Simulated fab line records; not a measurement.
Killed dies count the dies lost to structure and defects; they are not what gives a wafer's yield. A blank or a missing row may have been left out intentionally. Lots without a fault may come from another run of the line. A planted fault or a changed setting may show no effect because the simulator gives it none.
8D (eight disciplines) problem report, filled in by code	flow sky130	the parts of the form that need people (team, actions taken, sign-off) are left out

1. THE ISSUE
strip-time-to-endpoint-s at SKY_NWELL_STRIP_25 reads a mean of 39.12 s on 6 wafers of 2 lots; wafers without a fault read 36.96 s with a standard deviation of 0.11. Measured from the usual mean, that is +20 standard deviations.
The step: strips in O2/N2.
First seen on wafer L123.2, day 8 08:52, on plasma-asher-01. The record holds 36 wafers of 12 lots with a number at this step. Rule for "out", or "out of limits": more than 4 standard deviations from the usual mean. All remaining wafers that have a number are taken as sound.

2. WHAT IT IS, AND WHAT IT ISN'T
question	is	is not
which readings at this step	strip-time-to-endpoint-s	drypump-motor-current-A, oes-product-au
which lots	L123, L124	L113, L114, L115, L116, L117, L127, L128, L129, L132, L134
which wafers of those lots	all that have a number	-
read on which tools	plasma-asher-01, plasma-asher-03	plasma-asher-04
when	from day 8 08:52	up to then (15 sound wafers); but 15 sound wafers of L127, L128, L129, L132, L134 came after

3. SUSPECTS, AND WHAT RULES EACH OUT
Counting: a tool at a process step up to the reading stays a suspect if it ran every lot that is out and no sound lot after the first of them.
- plasma-asher-04 at SKY_DNWELL_STRIP_08 (strips in O2/N2): ruled out as a lasting fault. The sound lots L128 went through it after L123, its earliest lot that is out (day 5 21:23).
- litho-track-01 at SKY_NWELL_COAT_18 (resist thk 3000 nm): kept. It ran every lot that is out, first L123 (day 7 21:28), and no sound lot after that.
Remaining after the count: litho-track-01 at SKY_NWELL_COAT_18.

4. THE CAUSE (what the simulator had put in)
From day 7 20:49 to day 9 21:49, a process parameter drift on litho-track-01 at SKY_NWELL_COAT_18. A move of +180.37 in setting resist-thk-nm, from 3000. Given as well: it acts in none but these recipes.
Only this tool survived the counting.

5. SEQUENCE OF EFFECTS, ordered by route
One row per reading whose mean, taken over the struck wafers that have a number, lies over 3 standard deviations from the usual. Only readings whose record carries a usual standard deviation are examined. hours: median over the lots of the time between each lot's start at the first step of this table that gives one and its start at this step. sigmas: the change, counted in usual standard deviations.
hours	step	reading	usual	on struck wafers	change	sigmas
0	SKY_NWELL_STRIP_25	strip-time-to-endpoint-s	36.96 s	39.12	+2.16	+20
Process steps it contains:
- SKY_NWELL_STRIP_25: strips in O2/N2.
At these later measuring or inspecting steps, every struck wafer for which the step has a row has a number for every such reading, and none has moved that far: SKY_VT_ADJUST_HVTR_CD_MEAS_07.

6. WHAT WOULD HAVE CAUGHT IT SOONER
12 hours passed between the start of the fault at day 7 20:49 and the first reading out of limits in this record, taken at day 8 08:52.
Among the 2 lots that are out, L124 began SKY_NWELL_COAT_18 on litho-track-01 after day 8 08:52. Holding the tool at that time would have saved it.
